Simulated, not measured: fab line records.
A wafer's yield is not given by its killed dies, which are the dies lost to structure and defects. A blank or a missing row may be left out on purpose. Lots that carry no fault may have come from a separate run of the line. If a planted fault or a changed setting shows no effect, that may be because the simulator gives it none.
The tool behind it: which one? ; flow gf180mcu ; 72 wafers from 24 lots sampled at 6 of the route's 602 steps

WHAT EACH GAUGE READ, for each wafer
GF_V1_THK_MEAS_01. Usual: V1_CVD_00_THK typically reads 597 nm, with standard deviation 6.9.
lot;measured;on;V1_CVD_00_THK (nm);flag
L074;day 17 02:33;film-metro-03;598 611 604;
L075;day 17 07:02;film-metro-04;588 590 591;
L076;day 17 18:40;film-metro-02;590 590 588;
L077;day 18 09:55;film-metro-04;589 599 596;
L078;day 18 14:53;film-metro-04;603 600 595;
L079;day 19 00:19;film-metro-02;594 580 587;
L080;day 19 13:37;film-metro-03;599 584 608;
L081;day 19 16:26;film-metro-02;596 599 587;
L082;day 20 07:55;film-metro-04;598 604 609;
L083;day 20 15:09;film-metro-02;597 596 595;
L084;day 20 22:13;film-metro-03;610 605 598;
L085;day 21 07:57;film-metro-04;605 601 596;
L086;day 21 20:25;film-metro-03;594 602 608;
L087;day 21 23:48;film-metro-04;599 601 590;
L088;day 22 03:40;film-metro-03;605 602 592;
L089;day 22 18:55;film-metro-02;590 591 593;
L090;day 23 02:31;film-metro-03;600 595 594;
L091;day 23 08:10;film-metro-03;601 601 603;
L092;day 23 13:23;film-metro-03;594 594 596;
L093;day 23 22:56;film-metro-04;596 589 595;
L094;day 24 14:34;film-metro-03;594 585 586;
L095;day 24 14:48;film-metro-02;596 613 595;
L096;day 24 22:10;film-metro-04;595 603 600;
L097;day 25 02:07;film-metro-02;597 599 599;

GF_V1_OVL_MEAS_15. Usual: V1_OVL typically reads 0 nm, with standard deviation 5.8.
lot;measured;on;V1_OVL (nm);flag
L074;day 18 01:52;overlay-02;-4 -1 2;
L075;day 18 07:08;overlay-02;2 -5 7;
L076;day 18 18:55;overlay-02;-1 5 -1;
L077;day 19 10:46;overlay-02;2 10 8;
L078;day 19 15:58;overlay-01;-3 -2 -2;
L079;day 20 01:05;overlay-02;6 8 5;
L080;day 20 14:53;overlay-02;5 7 -2;
L081;day 20 17:47;overlay-01;-2 -1 -15;
L082;day 21 08:43;overlay-02;0 -7 -8;
L083;day 21 15:49;overlay-01;4 5 2;
L084;day 21 22:58;overlay-01;-6 -5 -1;
L085;day 22 08:08;overlay-01;-5 -5 -1;
L086;day 22 20:25;overlay-01;-9 -2 0;
L087;day 22 23:35;overlay-01;2 3 2;
L088;day 23 03:19;overlay-01;-11 -9 -12;
L089;day 23 18:58;overlay-01;-2 5 5;
L090;day 24 01:13;overlay-02;16 14 10;
L091;day 24 07:05;overlay-02;-1 4 2;
L092;day 24 12:56;overlay-01;-4 -4 -5;
L093;day 24 21:11;overlay-02;-2 1 -3;
L094;day 25 13:14;overlay-02;5 -1 13;
L095;day 25 13:28;overlay-01;3 -1 0;
L096;day 25 20:43;overlay-01;1 0 3;
L097;day 25 23:49;overlay-02;-3 -3 -8;

GF_V3_THK_MEAS_03. Usual: V3_CVD_02_THK typically reads 847 nm, with standard deviation 10.
lot;measured;on;V3_CVD_02_THK (nm);flag
L074;day 21 07:26;film-metro-03;850 845 854;
L075;day 21 13:07;film-metro-02;841 865 859;
L076;day 22 01:12;film-metro-02;826 851 848;
L077;day 22 16:17;film-metro-02;844 834 851;
L078;day 22 22:12;film-metro-02;856 847 842;
L079;day 23 05:14;film-metro-03;859 847 865;
L080;day 23 19:07;film-metro-04;836 830 846;
L081;day 23 20:22;film-metro-03;829 847 845;
L082;day 24 12:29;film-metro-03;841 842 847;
L083;day 24 18:31;film-metro-02;861 859 873;
L084;day 25 00:17;film-metro-04;847 840 850;
L085;day 25 09:40;film-metro-03;841 864 863;
L086;day 25 20:11;film-metro-04;843 834 849;
L087;day 25 22:29;film-metro-04;847 861 859;
L088;day 26 03:20;film-metro-03;847 839 863;
L089;day 26 17:19;film-metro-03;842 859 858;
L090;day 26 23:37;film-metro-03;827 840 841;
L091;day 27 04:03;film-metro-02;844 836 851;
L092;day 27 08:08;film-metro-02;833 855 852;
L093;day 27 19:25;film-metro-04;838 839 864;
L094;day 28 06:41;film-metro-03;824 833 844;
L095;day 28 07:43;film-metro-03;848 851 852;
L096;day 28 16:55;film-metro-04;835 839 849;
L097;day 28 18:29;film-metro-02;853 858 859;

GF_V4_THK_MEAS_25: measures by xrf. Usual: V4_W_THK typically reads 356 nm, with standard deviation 4.
lot;measured;on;V4_W_THK (nm);flag
L074;day 24 08:14;film-metro-02;356 350 354;
L075;day 24 13:37;film-metro-04;353 351 357;
L076;day 25 00:47;film-metro-01;359 362 358;
L077;day 25 16:06;film-metro-01;359 359 361;
L078;day 25 20:52;film-metro-01;350 357 354;
L079;day 26 03:27;film-metro-01;357 355 361;
L080;day 26 17:16;film-metro-04;361 354 355;
L081;day 26 20:17;film-metro-02;359 354 359;
L082;day 27 06:34;film-metro-02;358 361 361;
L083;day 27 14:42;film-metro-04;351 351 357;
L084;day 27 21:17;film-metro-01;353 354 356;
L085;day 28 04:07;film-metro-01;351 351 352;
L086;day 28 14:55;film-metro-04;361 361 356;
L087;day 28 17:29;film-metro-01;361 358 353;
L088;day 28 21:41;film-metro-04;352 353 355;
L089;day 29 08:30;film-metro-01;355 351 355;
L090;day 29 15:11;film-metro-04;366 360 366;
L091;day 29 20:50;film-metro-02;352 354 350;
L092;day 29 22:39;film-metro-02;352 361 355;
L093;day 30 09:41;film-metro-01;355 349 356;
L094;day 30 19:31;film-metro-01;348 355 356;
L095;day 30 21:03;film-metro-02;362 363 359;
L096;day 31 05:48;film-metro-01;352 353 352;
L097;day 31 07:03;film-metro-01;356 355 353;

EACH LOT AND THE TOOL THAT RAN IT (in order: tool; ch and the chambers of the sampled wafers; start)
lot;GF_CONTACT_ETCH_17;GF_M3_STRIP_17
L074;rie-diel-02 ch 0,1,3, day 17 02:33 or earlier;plasma-asher-03 ch 0,1, day 21 06:41
L075;rie-diel-02 ch 1,2, day 17 07:02 or earlier;plasma-asher-03 ch 0,1, day 21 12:23
L076;rie-diel-02 ch 0,3, day 17 18:40 or earlier;plasma-asher-03 ch 0,1, day 22 00:26
L077;rie-diel-03 ch 2,3, day 18 09:55 or earlier;plasma-asher-01 ch 0,1, day 22 15:31
L078;rie-diel-04 ch 0,2,3, day 18 14:53 or earlier;plasma-asher-03 ch 0,1, day 22 21:28
L079;rie-diel-03 ch 0,2,3, day 19 00:19 or earlier;plasma-asher-03 ch 0,1, day 23 04:25
L080;rie-diel-02 ch 1,2, day 19 13:37 or earlier;plasma-asher-02 ch 0,1, day 23 18:22
L081;rie-diel-04 ch 1,3, day 19 16:26 or earlier;plasma-asher-01 ch 0,1, day 23 19:37
L082;rie-diel-03 ch 0,3, day 20 07:55 or earlier;plasma-asher-01 ch 0,1, day 24 11:46
L083;rie-diel-02 ch 1,2,3, day 20 15:09 or earlier;plasma-asher-01 ch 0,1, day 24 17:46
L084;rie-diel-04 ch 0,2,3, day 20 22:13 or earlier;plasma-asher-03 ch 0,1, day 24 23:33
L085;rie-diel-04 ch 0,2,3, day 21 07:57 or earlier;plasma-asher-02 ch 0,1, day 25 08:53
L086;rie-diel-04 ch 0,2, day 21 20:25 or earlier;plasma-asher-01 ch 0,1, day 25 19:27
L087;rie-diel-04 ch 0,3, day 21 23:48 or earlier;plasma-asher-02 ch 0,1, day 25 21:43
L088;rie-diel-04 ch 0,2, day 22 03:40 or earlier;plasma-asher-02 ch 0,1, day 26 02:34
L089;rie-diel-03 ch 0,2,3, day 22 18:55 or earlier;plasma-asher-01 ch 0,1, day 26 16:28
L090;rie-diel-03 ch 0,3, day 23 02:31 or earlier;plasma-asher-03 ch 0,1, day 26 22:46
L091;rie-diel-04 ch 0,2,3, day 23 08:10 or earlier;plasma-asher-03 ch 0,1, day 27 03:19
L092;rie-diel-03 ch 0,3, day 23 13:23 or earlier;plasma-asher-02 ch 0,1, day 27 07:25
L093;rie-diel-02 ch 0,1, day 23 22:56 or earlier;plasma-asher-01 ch 0,1, day 27 18:40
L094;rie-diel-04 ch 0,1,3, day 24 14:34 or earlier;plasma-asher-03 ch 0,1, day 28 05:55
L095;rie-diel-02 ch 2,3, day 24 14:48 or earlier;plasma-asher-01 ch 0,1, day 28 06:58
L096;rie-diel-03 ch 2,3, day 24 22:10 or earlier;plasma-asher-01 ch 0,1, day 28 16:10
L097;rie-diel-02 ch 1,2, day 25 02:07 or earlier;plasma-asher-02 ch 0,1, day 28 17:45
- GF_CONTACT_ETCH_17: etches SiO2 in C4F8/O2/Ar, stops on CoSi2, target depth 860 nm.
- GF_M3_STRIP_17: strips in O2/N2.

AS READ BY THE TOOLS THEMSELVES (means over the sampled wafers that have a number; for cases with no such wafer, the mark the record gives instead)
GF_CONTACT_ETCH_17. Usual: oes-product-au at 0.807 a.u., with a standard deviation of 0.0055.
lot;tool;oes-product-au (a.u.);flag
L074;rie-diel-02;0.811;
L075;rie-diel-02;0.804;
L076;rie-diel-02;0.805;
L077;rie-diel-03;0.809;
L078;rie-diel-04;0.811;
L079;rie-diel-03;0.803;
L080;rie-diel-02;0.807;
L081;rie-diel-04;0.811;
L082;rie-diel-03;0.804;
L083;rie-diel-02;0.805;
L084;rie-diel-04;0.811;
L085;rie-diel-04;0.810;
L086;rie-diel-04;0.811;
L087;rie-diel-04;0.804;
L088;rie-diel-04;0.808;
L089;rie-diel-03;0.808;
L090;rie-diel-03;0.812;
L091;rie-diel-04;0.808;
L092;rie-diel-03;0.808;
L093;rie-diel-02;0.801;
L094;rie-diel-04;0.804;
L095;rie-diel-02;0.811;
L096;rie-diel-03;0.806;
L097;rie-diel-02;0.815;

GF_M3_STRIP_17. Usual: drypump-motor-current-A 5.5 A, standard deviation 0.47; heater-power-w 319 W, standard deviation 15; oes-product-au 0.559 a.u., standard deviation 0.004; strip-time-to-endpoint-s 7.89 s, standard deviation 0.038.
lot;tool;drypump-motor-current-A (A);heater-power-w (W);oes-product-au (a.u.);strip-time-to-endpoint-s (s);flag
L074;plasma-asher-03;5.3;313;0.559;7.88;
L075;plasma-asher-03;5.3;314;0.558;7.88;
L076;plasma-asher-03;5.3;316;0.555;7.85;
L077;plasma-asher-01;5.2;325;0.557;7.95;
L078;plasma-asher-03;5.3;316;0.559;7.83;
L079;plasma-asher-03;5.3;317;0.561;7.88;
L080;plasma-asher-02;6.2;305;0.560;7.89;
L081;plasma-asher-01;5.2;334;0.553;7.81;
L082;plasma-asher-01;5.2;333;0.558;7.88;
L083;plasma-asher-01;5.2;324;0.558;7.94;
L084;plasma-asher-03;5.3;315;0.559;7.87;
L085;plasma-asher-02;6.4;311;0.557;7.89;
L086;plasma-asher-01;5.2;331;0.557;7.90;
L087;plasma-asher-02;6.2;304;0.559;7.86;
L088;plasma-asher-02;6.4;315;0.561;7.93;
L089;plasma-asher-01;5.2;332;0.555;7.88;
L090;plasma-asher-03;5.3;318;0.560;7.90;
L091;plasma-asher-03;5.3;313;0.561;7.86;
L092;plasma-asher-02;6.4;315;0.559;7.92;
L093;plasma-asher-01;5.2;326;0.562;7.88;
L094;plasma-asher-03;5.3;319;0.557;7.93;
L095;plasma-asher-01;5.2;334;0.556;7.94;
L096;plasma-asher-01;5.2;321;0.562;7.93;
L097;plasma-asher-02;6.4;314;0.560;7.87;

THE ANSWER, worked out from the rows above alone
Rule: take the mean of a lot's wafers that have a number; if it is more than 3 standard deviations from the usual mean, the lot is off. A lot without any number at a reading at which 4 lots or more have one is off too. Any other lot the step has rows for is counted as sound. Order of review: gauges by route order, followed by the tools' own readings, for which a lot's mean as printed above is used. The first step at which some lot is off is used, and at that step the reading that is off furthest; a lot without a number counts as furthest.
No lot is off on any of the readings shown, so nothing can be concluded from this.

WHAT THE SIMULATOR HAD INSERTED
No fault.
